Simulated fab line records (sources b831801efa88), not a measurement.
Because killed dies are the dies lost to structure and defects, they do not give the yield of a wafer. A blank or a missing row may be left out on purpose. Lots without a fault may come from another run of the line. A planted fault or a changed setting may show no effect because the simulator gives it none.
A lot that was struck, set against a sound lot -- flow gf180mcu -- 14 steps out of a route of 602
Sound: wafers L929.1, L929.2, L929.4. The struck wafers were L923.2, L923.3, L923.4. The cause is given at the end.
At each step with rows: each side's tool, then ch and its chambers, then its first start. Under that, the readings that differ: sound wafers -- struck wafers -- difference of the means -- sigmas: that difference in standard deviations of wafers without a fault.
alike: readings whose means differ by less than 2 such deviations, and words and numbers that are the same on both sides. not compared: withheld readings, readings that some wafer has no value for, bounds like >300 that may hide the same value, and numbers for which the record gives no deviation and whose values overlap.
The two part at a step that has a row with sigmas, a row that says differs or no value, or rows on one side only. Numbers that don't overlap but have no deviation are shown without sigmas and don't part them. A reading that every wafer of one side lacks parts them only if that side has two wafers or more.

GF_V3_CMP_26: polishes, stops on SiO2, t overpolish 15 s, target thk 0 nm.
  sound on cmp-01 ch 0,1,2, day 29 20:37; struck on cmp-02 ch 0,1,3, day 28 07:00
  alike: motor current A, overpolish run s, platen rpm, time to endpoint s
then, 1 step without rows for these wafers: GF_M4_SPUTTER_00 (material Ti, target thk 37.5 nm, time 150 s).
GF_M4_SPUTTER_01: material TiN, target thk 30 nm, time 25 s.
  struck on pvd sputter-01, day 28 07:24; sound on pvd sputter-03, day 29 21:01
reading,sound,struck,difference,sigmas
throttle valve pct (%),30.4 32.6 31.7,30.5 28.7 29.0,-2.2,-2
GF_M4_SPUTTER_02: material AlCu, target thk 450 nm, time 23.9 s.
  struck on pvd sputter-01, day 28 07:26; sound on pvd sputter-03, day 29 21:02
reading,sound,struck,difference,sigmas
throttle valve pct (%),30.4 32.2 32.1,30.4 28.8 28.9,-2.2,-2
GF_M4_SPUTTER_03: material Ti, target thk 10 nm, time 6.7 s.
  struck on pvd sputter-01, day 28 07:28; sound on pvd sputter-03, day 29 21:04
reading,sound,struck,difference,sigmas
throttle valve pct (%),30.7 32.3 32.1,30.3 29.1 29.0,-2.2,-2
GF_M4_SPUTTER_04: material TiN, target thk 50 nm, time 41.7 s.
  struck on pvd sputter-01, day 28 07:29; sound on pvd sputter-03, day 29 21:05
reading,sound,struck,difference,sigmas
throttle valve pct (%),30.4 32.1 32.1,30.7 29.1 28.8,-2.0,-2
GF_M4_RS_MEAS_05: measurement is done with a four-point probe.
  struck on film metro-04, day 28 07:32; sound on film metro-04, day 29 21:08
  alike: M4_ALCU_RS
GF_M4_THK_MEAS_06: measures by xrf.
  struck on film metro-04, day 28 07:39; sound on film metro-04, day 29 21:15
  alike: M4_ALCU_THK
then, 4 steps without rows for these wafers: GF_M4_DEHYDRATE_07 (time 60 s); GF_M4_HMDS_08 (prime time 60 s); GF_M4_COAT_09 (resist thk 1000 nm); GF_M4_SOFTBAKE_10 (time 60 s).
GF_M4_EXPOSE_11: exposes mask Metal4, target cd 280 nm.
  sound on krf scanner-01 ch 0, day 30 06:16; struck on krf scanner-01, day 28 16:50
  no value came back on the struck wafers for exposure dose mJ cm2, focus offset nm (nm); on the sound wafers exposure dose mJ cm2 reads 28.46 28.45 28.46
  alike: mask
then, 1 step without rows for these wafers: GF_M4_PEB_12 (peb time 90 s).

== WHERE THEY PART ==
First at GF_M4_SPUTTER_01; last, within this record, at GF_M4_EXPOSE_11.

WHY: what had been put in by the simulator
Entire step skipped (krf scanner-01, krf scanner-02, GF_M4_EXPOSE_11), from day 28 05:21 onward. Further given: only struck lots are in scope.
